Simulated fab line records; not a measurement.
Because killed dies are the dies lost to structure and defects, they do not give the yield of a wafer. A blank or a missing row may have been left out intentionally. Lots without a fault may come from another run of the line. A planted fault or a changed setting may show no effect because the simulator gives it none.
fab line records	flow sky130
record: lots: 14	wafers: 42	last-day: 50
route steps=708 shown LOCAL_INTERCONNECT@402 CONTACT@422 VIA1@474 VIA2@530
lots with no fault: from the same line, run without faults
start-h: start of the lot's first displayed wafer, in hours after the record's first day	wait-h: hours elapsed since this lot's preceding step	" repeats the value in the row above	L1.1+2: several wafers, shown together as one row	- no value, or no start given	* or withheld: withheld	< > ~ a bound
route shown NAME@n: a module of which the file shows steps, and the number in the route of the first	usual: mean and standard deviation over wafers with no fault	same: alike in all rows	chamber/n: place in a boat	sites: readings site by site	_std_site: standard deviation across them	_edge_site: mean of outer sites minus mean of inner sites	radius-mm: for every site, how far away it sits from the centre of the wafer	mask NAME#n: copy n	behind: the tool/chamber that last shaped the wafer	hold: the reason the lot was held/the length of the hold in hours/how it ended	device: names the non-switching transistor (n, p or np)	end of line: the same wafers' tests at the end of the route	for a step that has no rows: nothing shown but its recipe	killed: not the wafer's yield, but the dies lost to structure and defects at the first sort	map: the dies of a wafer, with x for killed, . for not killed, _ for no die there
set.NAME: the setting the step ran with; set.NAME@STEP: the setting that earlier step ran with	model.NAME: the simulator's own value behind a step, which no gauge read
the route's steps for a sample of lots (tables are steps, rows are wafers)
services: when a tool's chamber went out of use (start-h, in hours from the record's first day, below 0 if earlier), for how many hours, and the reason
== steps ==
step: SKY_LOCAL_INTERCONNECT_STRIP_15
recipe: chemistry: O2/N2	power-w: 1400	pressure-mtorr: 1500	platen-temp-c: withheld	o2-flow-sccm: 3000	n2-flow-sccm: 300	overash-fraction: 0.5
usual: chamber-pressure-mTorr: 1500.1/1.3	drypump-motor-current-A: 5.5/0.52	oes-product-au: 0.427/0.005	strip-time-to-endpoint-s: 4.725/0.017
lot.wafer	tool	chamber	start-h	wait-h	chamber-pressure-mTorr	drypump-motor-current-A	oes-product-au	rf-hours-counter-h	strip-time-to-endpoint-s
L906.1	plasma-asher-02	1	701.09	0.0	1498.4	5.6	0.423	28	4.711
L906.4	"	0	"	"	1501.1	6.3	0.433	-	4.725
L906.5	"	0	"	"	1499.3	6.3	0.431	-	4.699
L907.1	plasma-asher-04	0	718.29	0.1	1499.8	5.9	0.425	59	4.724
L907.3	"	0	"	"	1499.0	5.9	0.423	-	4.716
L907.4	"	1	"	"	1499.3	4.7	0.427	-	4.719
L908.1	plasma-asher-02	1	724.80	0.1	1501.0	5.5	0.425	30	4.747
L908.3	"	1	"	"	1500.9	5.6	0.433	-	4.744
L908.6	"	1	"	"	1500.5	5.6	0.421	-	4.733
L911.1	plasma-asher-03	1	748.23	0.0	1500.0	5.3	0.424	89	4.738
L911.2	"	0	"	"	1500.7	5.5	0.427	89	4.760
L911.4	"	1	"	"	1500.9	5.3	0.427	-	4.739
L909.1	plasma-asher-03	1	750.34	0.0	1499.6	5.3	0.433	89	4.718
L909.2	"	0	"	"	1500.8	5.5	0.425	89	4.722
L909.6	"	0	"	"	1500.1	5.5	0.428	-	4.711
L913.1	plasma-asher-03	1	765.88	0.0	1501.0	5.3	0.427	91	4.712
L913.4	"	0	"	"	1501.7	5.5	0.421	-	4.746
L913.6	"	1	"	"	1503.4	5.3	0.430	-	4.717
L914.2	plasma-asher-02	1	771.38	0.0	1497.3	5.5	0.431	35	4.718
L914.3	"	1	"	"	1498.8	5.6	0.430	-	4.733
L914.5	"	0	"	"	1502.6	6.4	0.417	-	4.727
L916.1	plasma-asher-02	0	786.88	0.0	1499.6	6.3	0.433	37	4.716
L916.2	"	1	"	"	1500.7	5.5	0.437	37	4.714
L916.6	"	0	"	"	1499.4	6.3	0.426	-	4.711
L917.3	plasma-asher-04	0	797.76	0.1	1502.0	5.9	0.426	-	4.748
L917.4	"	1	"	"	1502.3	4.7	0.423	-	4.750
L917.5	"	1	"	"	1499.0	4.7	0.431	-	4.730
L918.1	plasma-asher-04	1	807.14	0.0	1499.7	4.7	0.422	68	4.739
L918.2	"	0	"	"	1498.5	5.9	0.438	68	4.705
L918.4	"	1	"	"	1501.7	4.7	0.421	-	4.713
L919.1	plasma-asher-02	1	810.99	0.0	1500.4	5.6	0.430	39	4.767
L919.3	"	1	"	"	1499.7	5.6	0.430	-	4.743
L919.6	"	0	"	"	1501.4	6.4	0.437	-	4.729
L920.1	plasma-asher-02	1	814.29	0.0	1501.6	5.6	0.422	39	4.724
L920.3	"	1	"	"	1500.2	5.5	0.425	-	4.729
L920.6	"	0	"	"	1500.6	6.4	0.429	-	4.734
L928.1	plasma-asher-04	0	878.83	0.0	1497.1	6.0	0.432	75	4.745
L928.3	"	1	"	"	1501.5	4.7	0.429	-	4.729
L928.6	"	0	"	"	1499.9	6.0	0.420	-	4.710
L929.2	plasma-asher-03	1	889.39	0.0	1499.6	5.3	0.429	103	4.720
L929.3	"	0	"	"	1500.3	5.5	0.436	-	4.734
L929.4	"	1	"	"	1500.4	5.3	0.425	-	4.697
step: SKY_CONTACT_ETCH_16
recipe: chemistry: N2/H2	target: BARC	ion-energy-ev: 200	source-w: 500	bias-w: 100	pressure-mtorr: 30	n2-flow-sccm: 100	h2-flow-sccm: 200	stop-on: SiO2	time-s: 45.9	target-depth-a: 600
usual: drypump-motor-current-A: 5.6/0.43	oes-product-au: 0.854/0.0046	throttle-valve-pct: 13.225/0.0086
lot.wafer	tool	chamber	start-h	wait-h	drypump-motor-current-A	oes-product-au	rf-hours-counter-h	throttle-valve-pct
L906.1	rie-diel-03	0	730.44	0.0	6.3	0.856	33	13.220
L906.4	"	1	"	"	4.9	0.849	4	13.233
L906.5	"	3	"	"	5.6	0.863	-	13.225
L907.1	rie-diel-02	1	747.03	0.0	5.6	0.856	8	13.234
L907.3	"	2	"	"	5.3	0.858	17	13.224
L907.4	"	0	"	"	5.1	0.857	6	13.224
L908.1	rie-diel-02	1	753.33	0.0	5.5	0.857	8	13.242
L908.3	"	2	"	"	5.3	0.862	17	13.223
L908.6	"	2	"	"	5.3	0.862	-	13.229
L911.1	rie-diel-03	0	776.64	0.0	6.3	0.852	34	13.235
L911.2	"	3	"	"	5.6	0.852	7	13.221
L911.4	"	2	"	"	6.2	0.861	11	13.220
L909.1	rie-diel-03	1	779.08	0.0	4.9	0.850	5	13.215
L909.2	"	3	"	"	5.6	0.851	7	13.241
L909.6	"	1	"	"	4.9	0.852	-	13.231
L913.1	rie-diel-04	2	794.24	0.0	5.8	0.855	15	13.214
L913.4	"	3	"	"	6.2	0.854	3	13.227
L913.6	"	2	"	"	5.8	0.855	-	13.226
L914.2	rie-diel-03	2	799.18	0.0	6.2	0.868	12	13.214
L914.3	"	1	"	"	4.9	0.851	6	13.228
L914.5	"	3	"	"	5.6	0.852	-	13.218
L916.1	rie-diel-04	1	815.13	0.0	5.4	0.856	12	13.210
L916.2	"	3	"	"	6.3	0.860	4	13.229
L916.6	"	0	"	"	5.1	0.855	-	13.222
L917.3	rie-diel-02	2	825.38	0.0	5.3	0.856	19	13.223
L917.4	"	1	"	"	5.6	0.857	-	13.231
L917.5	"	2	"	"	5.3	0.851	-	13.221
L918.1	rie-diel-02	0	834.88	0.0	5.1	0.852	9	13.212
L918.2	"	3	"	"	5.9	0.858	0	13.213
L918.4	"	2	"	"	5.3	0.857	20	13.228
L919.1	rie-diel-03	3	838.23	0.0	5.6	0.855	9	13.225
L919.3	"	2	"	"	6.2	0.850	14	13.216
L919.6	"	2	"	"	6.3	0.850	-	13.235
L920.1	rie-diel-02	2	841.54	0.0	5.3	0.851	20	13.226
L920.3	"	1	"	"	5.5	0.850	11	13.215
L920.6	"	3	"	"	5.9	0.856	-	13.208
L928.1	rie-diel-04	0	906.69	0.0	5.1	0.850	9	13.235
L928.3	"	3	"	"	6.3	0.854	7	13.236
L928.6	"	2	"	"	5.8	0.850	-	13.218
L929.2	rie-diel-03	0	916.33	0.0	6.2	0.856	3	13.234
L929.3	"	2	"	"	6.2	0.860	16	13.245
L929.4	"	1	"	"	4.9	0.855	10	13.234
step: SKY_VIA1_STRIP_16
recipe: chemistry: O2/N2	power-w: 1400	pressure-mtorr: 1500	platen-temp-c: withheld	o2-flow-sccm: 3000	n2-flow-sccm: 300	overash-fraction: 0.5
usual: chamber-pressure-mTorr: 1500.0/1.4	drypump-motor-current-A: 5.4/0.57	oes-product-au: 0.416/0.0047	strip-time-to-endpoint-s: 4.456/0.018
lot.wafer	tool	chamber	start-h	wait-h	chamber-pressure-mTorr	drypump-motor-current-A	oes-product-au	rf-hours-counter-h	strip-time-to-endpoint-s
L906.1	plasma-asher-04	0	787.82	0.0	1500.8	6.0	0.418	66	4.466
L906.4	"	0	"	"	1500.3	5.9	0.420	-	4.452
L906.5	"	1	"	"	1499.7	4.7	0.421	-	4.426
L907.1	plasma-asher-04	1	803.90	0.0	1499.3	4.7	0.408	68	4.432
L907.3	"	1	"	"	1499.4	4.7	0.405	-	4.452
L907.4	"	0	"	"	1500.5	5.9	0.411	-	4.450
L908.1	plasma-asher-04	1	810.52	0.0	1500.5	4.7	0.410	68	4.421
L908.3	"	0	"	"	1500.1	5.9	0.417	-	4.432
L908.6	"	1	"	"	1498.4	4.7	0.427	-	4.449
L911.1	plasma-asher-01	1	833.68	0.0	1499.3	5.2	0.418	9	4.454
L911.2	"	0	"	"	1496.3	4.9	0.423	9	4.426
L911.4	"	0	"	"	1499.3	4.9	0.410	-	4.423
L909.1	plasma-asher-02	0	835.32	0.0	1501.2	6.3	0.423	41	4.439
L909.2	"	1	"	"	1499.5	5.6	0.415	41	4.464
L909.6	"	1	"	"	1501.1	5.6	0.417	-	4.450
L913.1	plasma-asher-02	1	850.37	0.0	1500.6	5.5	0.417	43	4.436
L913.4	"	0	"	"	1498.1	6.4	0.409	-	4.475
L913.6	"	0	"	"	1500.5	6.4	0.409	-	4.463
L914.2	plasma-asher-04	1	854.77	0.0	1499.2	4.7	0.414	73	4.466
L914.3	"	0	"	"	1498.6	5.9	0.413	-	4.473
L914.5	"	1	"	"	1501.5	4.7	0.417	-	4.463
L916.1	plasma-asher-02	1	871.12	0.0	1503.7	5.6	0.415	45	4.459
L916.2	"	0	"	"	1500.4	6.3	0.411	45	4.451
L916.6	"	1	"	"	1497.8	5.6	0.406	-	4.450
L917.3	plasma-asher-01	1	881.09	0.1	1501.3	5.1	0.417	-	4.456
L917.4	"	0	"	"	1501.6	4.9	0.410	-	4.465
L917.5	"	0	"	"	1501.0	4.9	0.421	-	4.440
L918.1	plasma-asher-01	0	889.50	0.0	1498.9	4.9	0.416	14	4.428
L918.2	"	1	"	"	1501.0	5.1	0.418	14	4.456
L918.4	"	1	"	"	1500.8	5.1	0.421	-	4.436
L919.1	plasma-asher-01	0	894.35	0.0	-	-	-	-	-
L919.3	"	1	"	"	-	-	-	-	-
L919.6	"	1	"	"	-	-	-	-	-
L920.1	plasma-asher-01	1	896.97	0.0	-	-	-	-	-
L920.3	"	0	"	"	-	-	-	-	-
L920.6	"	1	"	"	-	-	-	-	-
L928.1	plasma-asher-02	1	958.93	0.0	1501.9	5.6	0.414	53	4.465
L928.3	"	0	"	"	1500.0	6.3	0.415	-	4.479
L928.6	"	0	"	"	1498.6	6.3	0.418	-	4.453
L929.2	plasma-asher-01	1	968.72	0.0	1497.6	5.1	0.418	23	4.472
L929.3	"	0	"	"	1499.3	4.9	0.421	-	4.435
L929.4	"	1	"	"	1501.6	5.1	0.417	-	4.475
step: SKY_VIA2_THK_MEAS_23
recipe: thk-meas-gauge: xrf	reads: W_of_VIA2_CVD_21
usual: VIA2_W_THK: 418/6.8
lot.wafer	tool	chamber	start-h	wait-h	VIA2_W_THK[nm]
L906.1	film-metro-02	-	845.44	0.1	426
L906.4	"	-	"	"	429
L906.5	"	-	"	"	431
L907.1	film-metro-02	-	860.70	0.1	425
L907.3	"	-	"	"	435
L907.4	"	-	"	"	427
L908.1	film-metro-02	-	866.63	0.1	423
L908.3	"	-	"	"	411
L908.6	"	-	"	"	417
L911.1	film-metro-03	-	890.43	0.1	409
L911.2	"	-	"	"	414
L911.4	"	-	"	"	411
L909.1	film-metro-03	-	891.03	0.1	408
L909.2	"	-	"	"	408
L909.6	"	-	"	"	410
L913.1	film-metro-01	-	906.80	0.1	421
L913.4	"	-	"	"	413
L913.6	"	-	"	"	422
L914.2	film-metro-02	-	910.26	0.1	416
L914.3	"	-	"	"	408
L914.5	"	-	"	"	416
L916.1	film-metro-01	-	926.74	0.1	412
L916.2	"	-	"	"	424
L916.6	"	-	"	"	408
L917.3	film-metro-03	-	934.77	0.1	406
L917.4	"	-	"	"	413
L917.5	"	-	"	"	420
L918.1	film-metro-02	-	944.54	0.1	425
L918.2	"	-	"	"	411
L918.4	"	-	"	"	419
L928.1	film-metro-03	-	1010.84	0.1	424
L928.3	"	-	"	"	420
L928.6	"	-	"	"	424
L929.2	film-metro-02	-	1020.35	0.1	425
L929.3	"	-	"	"	427
L929.4	"	-	"	"	428
== services ==
tool	chamber	start-h	hours	kind
rie-diel-03	2	693.62	4.0	repair
plasma-asher-04	-	695.32	8.7	pm
rie-diel-02	2	701.84	1.4	repair
rie-diel-03	2	708.98	8.7	repair
rie-diel-02	1	714.80	10.3	repair
plasma-asher-01	-	733.75	9.0	pm
plasma-asher-01	-	750.62	2.0	repair
rie-diel-02	1	763.69	6.1	repair
rie-diel-02	-	797.48	0.2	repair
rie-diel-03	1	804.36	6.8	repair
plasma-asher-02	-	827.12	2.6	repair
plasma-asher-01	-	833.83	1.3	repair
rie-diel-03	2	865.36	5.0	repair
plasma-asher-01	-	870.22	0.4	repair
rie-diel-03	2	894.12	13.6	repair
rie-diel-02	-	899.68	0.4	repair
rie-diel-03	1	904.94	7.0	repair
rie-diel-02	-	926.08	1.0	repair
rie-diel-03	0	934.01	10.5	repair
plasma-asher-02	-	938.96	2.8	pm
rie-diel-02	-	943.86	4.4	repair
rie-diel-02	1	955.46	9.7	repair
plasma-asher-04	-	960.08	4.3	repair
rie-diel-03	-	963.53	10.0	pm
== key ==
first-sign: step: SKY_VIA1_STRIP_16	reading: tool-record	direction: missing
effect none on later readings
met-at SKY_VIA1_STRIP_16
struck-lots L919,L920
later-rows-left-out L919.1,L919.3,L919.6,L920.1,L920.3,L920.6
sort-left-out L919.1,L919.3,L919.6,L920.1,L920.3,L920.6
not-acting-at SKY_LOCAL_INTERCONNECT_STRIP_15,SKY_CONTACT_ETCH_16,SKY_VIA2_THK_MEAS_23
onset-between 889.50 894.35
fault: kind: skipped-step-whole	tool: plasma-asher-01	chamber: -	onset-h: 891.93	steps: SKY_VIA1_STRIP_16	scope: struck-lots-only
sort-left-out: the simulated sort isn't trusted on such a fault, so these wafers' sort isn't shown, and their yield isn't known
later-rows-left-out: the simulator's readings of these wafers behind a module that went badly wrong aren't trusted and aren't shown, but for the sort
